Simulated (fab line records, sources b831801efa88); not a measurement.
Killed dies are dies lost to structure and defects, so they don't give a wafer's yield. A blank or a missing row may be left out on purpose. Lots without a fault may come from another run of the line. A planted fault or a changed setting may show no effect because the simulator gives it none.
Which tool did it? | flow gf180mcu | 15 lots, 45 wafers sampled, at 6 steps of a route of 602

WHAT THE GAUGES READ, wafer by wafer
GF_STI_BOW_MEAS_00.
lot  | measured    | on            | INCOMING_BOW (um)
L393 | day 1 10:00 | film_metro-01 | -2 5 -5
L394 | day 1 15:00 | film_metro-01 | -9 2 4
L395 | day 1 20:01 | film_metro-04 | -4 2 10
L396 | day 2 01:01 | film_metro-01 | -3 -5 7
L397 | day 2 06:01 | film_metro-04 | -4 1 4
L398 | day 2 11:01 | film_metro-01 | 20 7 2
L402 | day 3 07:00 | film_metro-03 | 14 3 -1
L409 | day 4 18:04 | film_metro-01 | -1 -7 4
L410 | day 4 23:04 | film_metro-04 | -5 5 6
L411 | day 5 04:01 | film_metro-01 | 3 3 9
L412 | day 5 09:00 | film_metro-03 | -6 1 4
L413 | day 5 14:00 | film_metro-01 | -3 -6 3
L414 | day 5 19:00 | film_metro-01 | -3 12 -10
L415 | day 6 00:00 | film_metro-04 | 4 -18 10
L416 | day 6 05:01 | film_metro-01 | -4 2 3

GF_HV_LDD_TW_MEAS_11.
lot  | measured     | on            | HV_LDD_TW
L393 | day 10 02:33 | film_metro-03 | 2388 2397 2400
L394 | day 10 07:11 | film_metro-02 | 2405 2407 2408
L395 | day 11 03:16 | film_metro-03 | 2398 2397 2387
L396 | day 11 03:05 | film_metro-02 | 2426 2429 2427
L397 | day 11 15:20 | film_metro-03 | 2406 2408 2397
L398 | day 11 16:53 | film_metro-02 | 2436 2428 2427
L402 | day 12 19:38 | film_metro-02 | 2399 2403 2416
L409 | day 14 10:19 | film_metro-03 | 30 30 30
L410 | day 14 21:32 | film_metro-04 | 31 30 31
L411 | day 15 02:25 | film_metro-04 | 31 31 31
L412 | day 15 13:59 | film_metro-02 | 2413 2403 2413
L413 | day 15 23:15 | film_metro-03 | 2417 2387 2388
L414 | day 15 22:08 | film_metro-04 | 2452 2467 2465
L415 | day 16 07:10 | film_metro-04 | 2480 2460 2473
L416 | day 16 18:22 | film_metro-03 | 2398 2399 2387

GF_HV_LDD_RS_MEAS_53: measures by four-point-probe.
lot  | measured     | on            | HV_LDD_RS (ohm/sq)
L393 | day 12 11:13 | film_metro-02 | 419.7 419.1 418.1
L394 | day 12 16:22 | film_metro-04 | 420.1 420.5 420.0
L395 | day 13 07:49 | film_metro-03 | 419.1 418.9 419.4
L396 | day 13 07:13 | film_metro-03 | 418.4 417.9 418.8
L397 | day 13 14:34 | film_metro-02 | 418.1 418.1 417.3
L398 | day 13 16:07 | film_metro-03 | 417.7 416.3 417.7
L402 | day 14 17:22 | film_metro-03 | 417.8 418.9 417.6
L409 | day 17 05:10 | film_metro-03 | 881.6 880.2 882.7
L410 | day 17 17:11 | film_metro-02 | 882.3 880.7 882.5
L411 | day 17 21:59 | film_metro-03 | 880.0 884.7 883.6
L412 | day 18 10:38 | film_metro-04 | 419.9 420.1 420.3
L413 | day 18 22:36 | film_metro-02 | 419.1 419.5 419.9
L414 | day 18 22:18 | film_metro-02 | 419.6 420.9 420.5
L415 | day 19 06:02 | film_metro-04 | 419.6 419.6 420.0
L416 | day 19 17:52 | film_metro-03 | 415.0 416.5 418.4

GF_NSD_CD_MEAS_07: target cd 400 nm.
lot  | measured     | on        | cd_nm (nm)
L393 | day 13 04:49 | cd_sem-01 | 398.7 398.9 401.8
L394 | day 13 08:46 | cd_sem-01 | 399.6 399.0 399.4
L395 | day 14 00:07 | cd_sem-01 | 399.3 398.9 399.4
L396 | day 13 23:49 | cd_sem-02 | 398.7 398.3 401.9
L397 | day 14 10:53 | cd_sem-02 | 403.7 404.7 402.9
L398 | day 14 17:20 | cd_sem-01 | 402.7 399.5 398.9
L402 | day 15 19:50 | cd_sem-02 | 396.3 399.3 397.6
L412 | day 19 12:37 | cd_sem-02 | 403.6 401.1 402.2
L413 | day 19 23:55 | cd_sem-02 | 400.7 401.4 402.0
L414 | day 19 23:38 | cd_sem-01 | 401.8 400.7 400.7
L415 | day 20 05:59 | cd_sem-01 | 396.5 398.4 399.6
L416 | day 20 19:08 | cd_sem-02 | 401.8 401.5 403.2

WHICH TOOL RAN EACH LOT (tool, then ch and the chambers of the sampled wafers, then the start)
lot  | GF_NWELL_STRIP_10                   | GF_HV_LDD_IMPLANT_09
L393 | plasma_asher-02 ch 0,1, day 3 09:05 | implanter-04 ch 0, day 10 02:18
L394 | plasma_asher-03 ch 0,1, day 3 14:39 | implanter-04 ch 0, day 10 06:56
L395 | plasma_asher-03 ch 0,1, day 4 00:38 | implanter-01 ch 0, day 11 03:02
L396 | plasma_asher-02 ch 0,1, day 4 00:53 | implanter-04 ch 0, day 11 02:52
L397 | plasma_asher-02 ch 1, day 4 13:36   | implanter-04 ch 0, day 11 15:07
L398 | plasma_asher-04 ch 0,1, day 4 13:57 | implanter-04 ch 0, day 11 16:40
L402 | plasma_asher-03 ch 0,1, day 5 11:45 | implanter-01 ch 0, day 12 19:23
L409 | plasma_asher-04 ch 0,1, day 6 22:40 | implanter-01, day 14 10:06
L410 | plasma_asher-03 ch 0,1, day 7 04:53 | implanter-04, day 14 21:20
L411 | plasma_asher-02 ch 0,1, day 7 11:12 | implanter-04, day 15 02:11
L412 | plasma_asher-04 ch 0,1, day 7 17:32 | implanter-01 ch 0, day 15 13:44
L413 | plasma_asher-02 ch 0,1, day 7 21:06 | implanter-01 ch 0, day 15 23:00
L414 | plasma_asher-03 ch 0,1, day 8 03:09 | implanter-03 ch 0, day 15 21:53
L415 | plasma_asher-04 ch 0,1, day 8 09:38 | implanter-03 ch 0, day 16 06:55
L416 | plasma_asher-03 ch 0,1, day 8 14:14 | implanter-03 ch 0, day 16 18:07
- GF_NWELL_STRIP_10: strips in O2/N2.
- GF_HV_LDD_IMPLANT_09

WHAT THE TOOLS THEMSELVES READ (means of the sampled wafers that have a number; where no wafer has one, the mark that the record gives instead)
GF_NWELL_STRIP_10.
lot  | tool            | drypump_motor_current_A (A) | heater_power_w (W) | oes_product_au (a.u.) | strip_time_to_endpoint_s (s)
L393 | plasma_asher-02 | 5.7                         | 326                | 0.722                 | 37.01
L394 | plasma_asher-03 | 6.0                         | 304                | 0.722                 | 36.86
L395 | plasma_asher-03 | 5.7                         | 312                | 0.725                 | 37.02
L396 | plasma_asher-02 | 6.0                         | 335                | 0.719                 | 36.96
L397 | plasma_asher-02 | 5.5                         | 327                | 0.724                 | 36.88
L398 | plasma_asher-04 | 5.6                         | 311                | 0.723                 | 37.11
L402 | plasma_asher-03 | 5.7                         | 319                | 0.727                 | 36.89
L409 | plasma_asher-04 | 5.6                         | 325                | 0.719                 | 36.88
L410 | plasma_asher-03 | 5.7                         | 312                | 0.725                 | 37.07
L411 | plasma_asher-02 | 6.0                         | 333                | 0.724                 | 37.04
L412 | plasma_asher-04 | 5.6                         | 320                | 0.723                 | 36.89
L413 | plasma_asher-02 | 5.7                         | 331                | 0.728                 | 36.90
L414 | plasma_asher-03 | 5.7                         | 315                | 0.722                 | 36.87
L415 | plasma_asher-04 | 5.6                         | 327                | 0.722                 | 36.93
L416 | plasma_asher-03 | 5.7                         | 320                | 0.719                 | 36.94

GF_HV_LDD_IMPLANT_09.
lot  | tool         | beam_energy_keV | beam_on_s (s)
L393 | implanter-04 | 39.992          | 9.92
L394 | implanter-04 | 40.001          | 10.23
L395 | implanter-01 | 39.997          | 10.16
L396 | implanter-04 | 39.979          | 10.27
L397 | implanter-04 | 39.999          | 9.89
L398 | implanter-04 | 39.991          | 9.74
L402 | implanter-01 | 39.999          | 9.80
L409 | implanter-01 | -               | -
L410 | implanter-04 | -               | -
L411 | implanter-04 | -               | -
L412 | implanter-01 | 40.004          | 9.81
L413 | implanter-01 | 40.000          | 9.94
L414 | implanter-03 | 39.999          | 9.88
L415 | implanter-03 | 39.997          | 9.91
L416 | implanter-03 | 40.004          | 10.06

THE ANSWER, worked out from the rows above alone
Rule: what is usual is taken from the lots themselves. Put in order of their means at a reading, lots are off if they are a third of the lots or fewer, leave a main group of 4 or more, and stand apart from it by a gap of 3 or more times the standard deviation of the main group's means; of several such gaps the widest counts. A main group whose means are all the same, to the digits that the tables above print for the reading, isn't used. A lot without any number at a reading at which 4 lots or more have one is off too. The other lots that the step has rows for count as sound. The gauges are gone through in route order, then the tools' own readings, and for those a lot's mean is taken as printed above. The first step at which some lot is off is used, and at that step the reading that is off furthest; a lot without a number counts as furthest.
Off: L409, L410, L411, at GF_HV_LDD_TW_MEAS_11 (HV_LDD_TW). The main group: mean 2416, standard deviation 25.
A tool fits if, at a process step before that reading, it ran every lot that is off, and no sound lot after the first of them. The gauges at GF_HV_LDD_TW_MEAS_11 aren't tried: what is off there is off at GF_HV_LDD_IMPLANT_09 too, on other tools, and a gauge's error can't cause that. None of those tried fits.

WHAT THE SIMULATOR HAD PUT IN
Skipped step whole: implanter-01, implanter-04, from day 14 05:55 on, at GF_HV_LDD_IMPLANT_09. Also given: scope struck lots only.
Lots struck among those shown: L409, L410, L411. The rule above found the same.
